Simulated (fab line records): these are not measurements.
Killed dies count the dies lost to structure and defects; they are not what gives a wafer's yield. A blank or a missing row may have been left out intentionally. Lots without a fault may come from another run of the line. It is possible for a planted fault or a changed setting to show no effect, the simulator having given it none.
A struck lot beside a sound one -- flow sky130 -- 15 out of 708 route steps
Sound: wafers L358.2, L358.3, L358.6. Struck: wafer L365.4. (L365.1, L365.2 of the same lot were not struck and are left out.) The cause comes at the end.
For every step that has rows: the tool of each side, followed by ch and its chambers, followed by its first start. Under that, the readings that differ: sound wafers -- struck wafers -- difference of the means -- sigmas: that difference in standard deviations of wafers without a fault.
alike: words and numbers the same on both sides, and readings whose means are apart by under 2 such deviations; not compared: readings that were withheld, readings missing a value for some wafer, numbers with overlapping values and no deviation given by the record, and bounds like >300 which may hide the same value.
Wherever a step has rows on one side only, a row that says differs or no value, or a row with sigmas, the two part there. Numbers that don't overlap but have no deviation are shown without sigmas and don't part them. A reading missing from all wafers of one side parts the sides only when that side holds two or more wafers.

SKY_VIA3_CMP_02: polishes SiO2.
  sound on cmp-02 ch 0,3, day 40 21:01; struck on cmp-01 ch 1, day 42 11:52
  alike: motorCurrentA
SKY_VIA3_BOW_MEAS_03:
  struck on filmMetro-01, day 42 12:07; sound on filmMetro-04, day 40 21:17
  alike: VIA3_BOW
then, 8 steps without rows for these wafers: SKY_VIA3_DEHYDRATE_04 (time 60 s); SKY_VIA3_HMDS_05 (prime time 60 s); SKY_VIA3_COAT_06 (resist thk 60 nm); SKY_VIA3_COAT_07 (resist thk 450 nm); SKY_VIA3_SOFTBAKE_08 (time 90 s); SKY_VIA3_EXPOSE_09 (exposes mask VIM3, target cd 200 nm); SKY_VIA3_PEB_10; SKY_VIA3_DEVELOP_11 (develop time 60 s).
SKY_VIA3_CD_MEAS_12: target cd 200 nm.
  struck on cdSem-02, day 43 10:36; sound on cdSem-02, day 41 21:25
  alike: cdNm
SKY_VIA3_OVL_MEAS_13:
  struck on overlay-01, day 43 10:43; sound on overlay-01, day 41 21:32
  alike: VIA3_OVL
SKY_VIA3_ETCH_14: etches BARC in N2/H2, stops on SiO2, time 45.9 s, target depth 60 nm.
  sound on rieDiel-02 ch 0,1,3, day 41 21:34; struck on rieDiel-02 ch 1, day 43 10:46
reading,sound,struck,difference,sigmas
biasW (W),100.24 99.90 100.62,104.32,+4.07,+15
  alike: drypumpMotorCurrentA, n2FlowSccm, oesProductAu, throttleValvePct
  not compared: rfHoursCounterH
SKY_VIA3_ETCH_15: etches SiO2 in C4F8/O2/Ar, stops on TiN, target depth 507 nm, time 78 s.
  sound on rieDiel-02 ch 0,1,3, day 41 21:36; struck on rieDiel-02 ch 1, day 43 10:48
reading,sound,struck,difference,sigmas
biasW (W),1191 1196 1193,1201,+8,+2
oesProductAu (a.u.),0.944 0.943 0.945,0.933,-0.011,-2
SKY_PAD_OPEN_PROBE_99:
  sound wafers here have rows in the record (prober-02, day 47 17:28); struck ones have none

== WHERE THEY PART ==
Last at SKY_PAD_OPEN_PROBE_99 as far as this record goes, first at SKY_VIA3_ETCH_14.

WHY: the cause the simulator had injected
rieDiel-02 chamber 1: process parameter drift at SKY_VIA3_ETCH_14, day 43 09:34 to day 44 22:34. The setting biasW was moved by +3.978, starting from 100. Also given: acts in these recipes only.
